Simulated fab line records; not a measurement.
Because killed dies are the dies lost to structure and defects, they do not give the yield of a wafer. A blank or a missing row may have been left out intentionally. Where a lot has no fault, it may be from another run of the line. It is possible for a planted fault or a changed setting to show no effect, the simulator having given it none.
Which tool was responsible? / flow gf180mcu / 39 wafers from 13 lots sampled at 4 of the route's 602 steps

== WHAT THE GAUGES SHOWED, per wafer ==
GF_V4_RS_MEAS_24: measurement is done with a four-point probe. Usual: V4_W_RS typically reads 0.329 ohm/sq, with standard deviation 0.0035.
lot=L593; measured=day 24 10:05; on=film metro-02; V4_W_RS (ohm/sq)=0.327 0.328 0.332; flag=
lot=L594; measured=day 24 15:40; on=film metro-02; V4_W_RS (ohm/sq)=0.333 0.328 0.333; flag=
lot=L596; measured=day 25 14:31; on=film metro-04; V4_W_RS (ohm/sq)=0.323 0.325 0.327; flag=
lot=L599; measured=day 26 15:18; on=film metro-02; V4_W_RS (ohm/sq)=0.330 0.331 0.325; flag=
lot=L600; measured=day 27 02:25; on=film metro-03; V4_W_RS (ohm/sq)=0.334 0.329 0.333; flag=
lot=L601; measured=day 27 06:14; on=film metro-03; V4_W_RS (ohm/sq)=0.331 0.326 0.329; flag=
lot=L602; measured=day 27 10:47; on=film metro-02; V4_W_RS (ohm/sq)=0.328 0.325 0.326; flag=
lot=L606; measured=day 28 17:41; on=film metro-04; V4_W_RS (ohm/sq)=0.331 0.333 0.334; flag=
lot=L612; measured=day 30 08:04; on=film metro-03; V4_W_RS (ohm/sq)=0.333 0.333 0.331; flag=
lot=L613; measured=day 30 17:29; on=film metro-03; V4_W_RS (ohm/sq)=0.332 0.328 0.326; flag=
lot=L614; measured=day 30 23:27; on=film metro-02; V4_W_RS (ohm/sq)=0.325 0.325 0.326; flag=
lot=L615; measured=day 31 06:30; on=film metro-04; V4_W_RS (ohm/sq)=0.331 0.331 0.330; flag=
lot=L616; measured=day 31 13:47; on=film metro-04; V4_W_RS (ohm/sq)=0.322 0.324 0.320; flag=

== EACH LOT AND THE TOOL THAT RAN IT (in order: tool; ch and the chambers of the sampled wafers; start) ==
lot=L593; GF_M3_STRIP_17=plasma asher-03 ch 0,1, day 21 07:26; GF_M4_SPUTTER_01=pvd sputter-04, day 22 10:13; GF_V4_CVD_02=pecvd-02 ch 1,2, day 23 10:14
lot=L594; GF_M3_STRIP_17=plasma asher-01 ch 0,1, day 21 12:53; GF_M4_SPUTTER_01=pvd sputter-04, day 22 15:26; GF_V4_CVD_02=pecvd-01 ch 0,1,2, day 23 15:14
lot=L596; GF_M3_STRIP_17=plasma asher-01 ch 0,1, day 22 12:30; GF_M4_SPUTTER_01=pvd sputter-02, day 23 15:17; GF_V4_CVD_02=pecvd-02 ch 0,1,2, day 24 14:55
lot=L599; GF_M3_STRIP_17=plasma asher-01 ch 0,1, day 23 16:31; GF_M4_SPUTTER_01=pvd sputter-04, day 24 17:15; GF_V4_CVD_02=pecvd-02 ch 0,1, day 25 16:26
lot=L600; GF_M3_STRIP_17=plasma asher-03 ch 0,1, day 24 04:28; GF_M4_SPUTTER_01=pvd sputter-02, day 25 05:52; GF_V4_CVD_02=pecvd-02 ch 0,2, day 26 04:10
lot=L601; GF_M3_STRIP_17=plasma asher-03 ch 0,1, day 24 08:20; GF_M4_SPUTTER_01=pvd sputter-04, day 25 08:58; GF_V4_CVD_02=pecvd-04 ch 0,2, day 26 08:02
lot=L602; GF_M3_STRIP_17=plasma asher-02 ch 0,1, day 24 13:20; GF_M4_SPUTTER_01=pvd sputter-04, day 25 14:55; GF_V4_CVD_02=pecvd-01 ch 0,1, day 26 12:32
lot=L606; GF_M3_STRIP_17=plasma asher-02 ch 0,1, day 25 23:07; GF_M4_SPUTTER_01=pvd sputter-04, day 26 22:50; GF_V4_CVD_02=pecvd-02 ch 0,1, day 27 20:37
lot=L612; GF_M3_STRIP_17=plasma asher-01 ch 0,1, day 27 17:18; GF_M4_SPUTTER_01=pvd sputter-04, day 28 15:43; GF_V4_CVD_02=pecvd-01 ch 0,2, day 29 11:48
lot=L613; GF_M3_STRIP_17=plasma asher-03 ch 0,1, day 28 04:04; GF_M4_SPUTTER_01=pvd sputter-03, day 29 01:58; GF_V4_CVD_02=pecvd-04 ch 0,1, day 29 21:27
lot=L614; GF_M3_STRIP_17=plasma asher-01 ch 0,1, day 28 11:26; GF_M4_SPUTTER_01=pvd sputter-04, day 29 08:40; GF_V4_CVD_02=pecvd-02 ch 1,2, day 30 04:13
lot=L615; GF_M3_STRIP_17=plasma asher-01 ch 0,1, day 28 18:11; GF_M4_SPUTTER_01=pvd sputter-02, day 29 16:23; GF_V4_CVD_02=pecvd-02 ch 0,1,2, day 30 11:46
lot=L616; GF_M3_STRIP_17=plasma asher-03 ch 1, day 29 02:41; GF_M4_SPUTTER_01=pvd sputter-03, day 29 23:33; GF_V4_CVD_02=pecvd-04 ch 0,2, day 30 18:38
- GF_M3_STRIP_17: strips in O2/N2.
- GF_M4_SPUTTER_01: material TiN, target thk 30 nm, time 25 s.
- GF_V4_CVD_02: deposits SiO2 from TEOS, target thk 850 nm, time 94.851 s.

== AS READ BY THE TOOLS THEMSELVES (means over the sampled wafers that have a number; for cases with no such wafer, the mark the record gives instead) ==
GF_M3_STRIP_17. Usual: drypump motor current A 5.83 A, standard deviation 0.22; heater power w 336 W, standard deviation 33; oes product au 0.542 a.u., standard deviation 0.0052; strip time to endpoint s 7.49 s, standard deviation 0.051.
lot=L593; tool=plasma asher-03; drypump motor current A (A)=5.81; heater power w (W)=330; oes product au (a.u.)=0.542; strip time to endpoint s (s)=7.50; flag=
lot=L594; tool=plasma asher-01; drypump motor current A (A)=5.84; heater power w (W)=367; oes product au (a.u.)=0.544; strip time to endpoint s (s)=7.49; flag=
lot=L596; tool=plasma asher-01; drypump motor current A (A)=5.65; heater power w (W)=364; oes product au (a.u.)=0.541; strip time to endpoint s (s)=7.48; flag=
lot=L599; tool=plasma asher-01; drypump motor current A (A)=5.88; heater power w (W)=369; oes product au (a.u.)=0.544; strip time to endpoint s (s)=7.48; flag=
lot=L600; tool=plasma asher-03; drypump motor current A (A)=5.75; heater power w (W)=336; oes product au (a.u.)=0.537; strip time to endpoint s (s)=7.47; flag=
lot=L601; tool=plasma asher-03; drypump motor current A (A)=5.82; heater power w (W)=335; oes product au (a.u.)=0.541; strip time to endpoint s (s)=7.48; flag=
lot=L602; tool=plasma asher-02; drypump motor current A (A)=6.04; heater power w (W)=301; oes product au (a.u.)=0.536; strip time to endpoint s (s)=7.41; flag=
lot=L606; tool=plasma asher-02; drypump motor current A (A)=6.07; heater power w (W)=306; oes product au (a.u.)=0.538; strip time to endpoint s (s)=7.49; flag=
lot=L612; tool=plasma asher-01; drypump motor current A (A)=5.91; heater power w (W)=370; oes product au (a.u.)=0.539; strip time to endpoint s (s)=7.43; flag=
lot=L613; tool=plasma asher-03; drypump motor current A (A)=5.75; heater power w (W)=335; oes product au (a.u.)=0.534; strip time to endpoint s (s)=7.45; flag=
lot=L614; tool=plasma asher-01; drypump motor current A (A)=5.89; heater power w (W)=370; oes product au (a.u.)=0.538; strip time to endpoint s (s)=7.46; flag=
lot=L615; tool=plasma asher-01; drypump motor current A (A)=5.68; heater power w (W)=363; oes product au (a.u.)=0.541; strip time to endpoint s (s)=7.50; flag=
lot=L616; tool=plasma asher-03; drypump motor current A (A)=5.89; heater power w (W)=342; oes product au (a.u.)=0.546; strip time to endpoint s (s)=7.51; flag=

GF_M4_SPUTTER_01. Usual: throttle valve pct reads 30.5 % (standard deviation 0.77).
lot=L593; tool=pvd sputter-04; throttle valve pct (%)=30.9; flag=
lot=L594; tool=pvd sputter-04; throttle valve pct (%)=30.7; flag=
lot=L596; tool=pvd sputter-02; throttle valve pct (%)=30.4; flag=
lot=L599; tool=pvd sputter-04; throttle valve pct (%)=30.1; flag=
lot=L600; tool=pvd sputter-02; throttle valve pct (%)=30.6; flag=
lot=L601; tool=pvd sputter-04; throttle valve pct (%)=30.6; flag=
lot=L602; tool=pvd sputter-04; throttle valve pct (%)=30.7; flag=
lot=L606; tool=pvd sputter-04; throttle valve pct (%)=30.3; flag=
lot=L612; tool=pvd sputter-04; throttle valve pct (%)=30.5; flag=
lot=L613; tool=pvd sputter-03; throttle valve pct (%)=30.7; flag=
lot=L614; tool=pvd sputter-04; throttle valve pct (%)=30.6; flag=
lot=L615; tool=pvd sputter-02; throttle valve pct (%)=30.6; flag=
lot=L616; tool=pvd sputter-03; throttle valve pct (%)=30.6; flag=

GF_V4_CVD_02. Usual: heater power w reads 641 W (standard deviation 110).
lot=L593; tool=pecvd-02; heater power w (W)=711; flag=
lot=L594; tool=pecvd-01; heater power w (W)=527; flag=
lot=L596; tool=pecvd-02; heater power w (W)=620; flag=
lot=L599; tool=pecvd-02; heater power w (W)=605; flag=
lot=L600; tool=pecvd-02; heater power w (W)=627; flag=
lot=L601; tool=pecvd-04; heater power w (W)=624; flag=
lot=L602; tool=pecvd-01; heater power w (W)=608; flag=
lot=L606; tool=pecvd-02; heater power w (W)=591; flag=
lot=L612; tool=pecvd-01; heater power w (W)=579; flag=
lot=L613; tool=pecvd-04; heater power w (W)=617; flag=
lot=L614; tool=pecvd-02; heater power w (W)=731; flag=
lot=L615; tool=pecvd-02; heater power w (W)=639; flag=
lot=L616; tool=pecvd-04; heater power w (W)=638; flag=

== THE ANSWER, worked out from the rows above alone ==
Rule: a lot counts as off when the mean over its wafers that have a number is more than 3 standard deviations away from the usual mean. A lot without any number at a reading at which 4 lots or more have one is off too. The other lots that the step has rows for count as sound. Order of review: gauges by route order, followed by the tools' own readings, for which a lot's mean as printed above is used. The first step at which some lot is off is used, and at that step the reading that is off furthest; a lot without a number counts as furthest.
No lot is off at any reading shown: from this, nothing can be told.

== WHAT THE SIMULATOR HAD PUT IN ==
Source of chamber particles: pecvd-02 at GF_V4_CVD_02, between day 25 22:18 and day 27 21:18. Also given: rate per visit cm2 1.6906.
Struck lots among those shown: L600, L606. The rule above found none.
